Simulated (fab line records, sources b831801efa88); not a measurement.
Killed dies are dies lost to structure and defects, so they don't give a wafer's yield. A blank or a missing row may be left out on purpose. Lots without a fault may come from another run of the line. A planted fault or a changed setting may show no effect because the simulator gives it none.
Problem report in the 8D (eight disciplines) form, filled by code | flow sky130 | the parts of the form that need people (team, actions taken, sign-off) are left out

1. THE PROBLEM
strip_time_to_endpoint_s at SKY_METAL4_STRIP_19 reads a mean of 7.33 s on 6 wafers of 2 lots; wafers without a fault read 6.53 s with a standard deviation of 0.076. That is +10 standard deviations from the usual mean.
The step: strips in O2/N2.
First seen on wafer L167.1, day 44 00:00, on plasma_asher-01. The record holds 41 wafers of 14 lots with a number at this step. Rule for "out", or "out of limits": more than 4 standard deviations from the usual mean. The other wafers with a number count as sound.

2. WHAT IT IS AND WHAT IT IS NOT
question                    | is                                       | is not
which readings at this step | strip_time_to_endpoint_s, oes_product_au | drypump_motor_current_A, o2_flow_sccm
which lots                  | L167, L168                               | L165, L166, L171, L174, L175, L177, L178, L179, L180, L182, L183, L184
which wafers of those lots  | all that have a number                   | -
read on which tools         | plasma_asher-01, plasma_asher-03         | plasma_asher-04
when                        | from day 44 00:00                        | up to then (6 sound wafers); but 29 sound wafers of L171, L174, L175, L177, L178, L179, L180, L182, L183, L184 came after

3. SUSPECTS, AND WHAT RULES EACH OUT
Counting: a tool at a process step up to the reading stays a suspect if it ran every lot that is out and no sound lot after the first of them.
- pvd_sputter-04 at SKY_METAL4_SPUTTER_03 (material Ti, target thk 5 nm, time 3.3 s): ruled out as a lasting fault. Sound lots L184 ran on it after its first lot that is out, L167 (day 41 23:55).
- rie_metal-01 at SKY_METAL4_ETCH_16 (etches BARC in N2/H2, stops on SiO2, time 88.2 s, target depth 60 nm): ruled out as a lasting fault. Sound lots L178, L180, L182 ran on it after its first lot that is out, L167 (day 43 23:32).
- rie_metal-04 at SKY_METAL4_METAL_ETCH_18 (etches the open film in Cl2/BCl3, stops on SiO2, target depth 845 nm, time 183.1 s): ruled out as a lasting fault. Sound lots L178, L183 ran on it after its first lot that is out, L167 (day 43 23:39).
Left after counting: nothing in the record.

4. THE CAUSE (what the simulator had put in)
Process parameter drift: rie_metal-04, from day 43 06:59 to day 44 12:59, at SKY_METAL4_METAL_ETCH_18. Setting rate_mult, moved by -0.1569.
Counting ruled it out, wrongly: the rule takes a fault to strike every lot that its tool runs from its start on, and this one did not.

5. THE CHAIN OF EFFECTS, in route order
Each row: a reading whose mean over the struck wafers that have a number lies more than 3 standard deviations from the usual. Only readings for which the record gives a usual standard deviation are gone through. hours: the time from each lot's start at the first step in this table that gives one to its start at this step, as a median over the lots. sigmas: the change in usual standard deviations.
hours | step                | reading                  | usual      | on struck wafers | change | sigmas
0     | SKY_METAL4_STRIP_19 | oes_product_au           | 0.501 a.u. | 0.533            | +0.032 | +5.8
0     | SKY_METAL4_STRIP_19 | strip_time_to_endpoint_s | 6.53 s     | 7.33             | +0.80  | +10
The process steps in it:
- SKY_METAL4_STRIP_19: strips in O2/N2.

6. WHAT WOULD HAVE CAUGHT IT SOONER
In this record the first reading out of limits was taken at day 44 00:00, 17 hours after the fault began at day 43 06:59.
Of the tool readings at SKY_METAL4_METAL_ETCH_18 for which the record gives a usual standard deviation, none was out on any struck wafer, so an alarm limit of 4 standard deviations on them would not have fired.
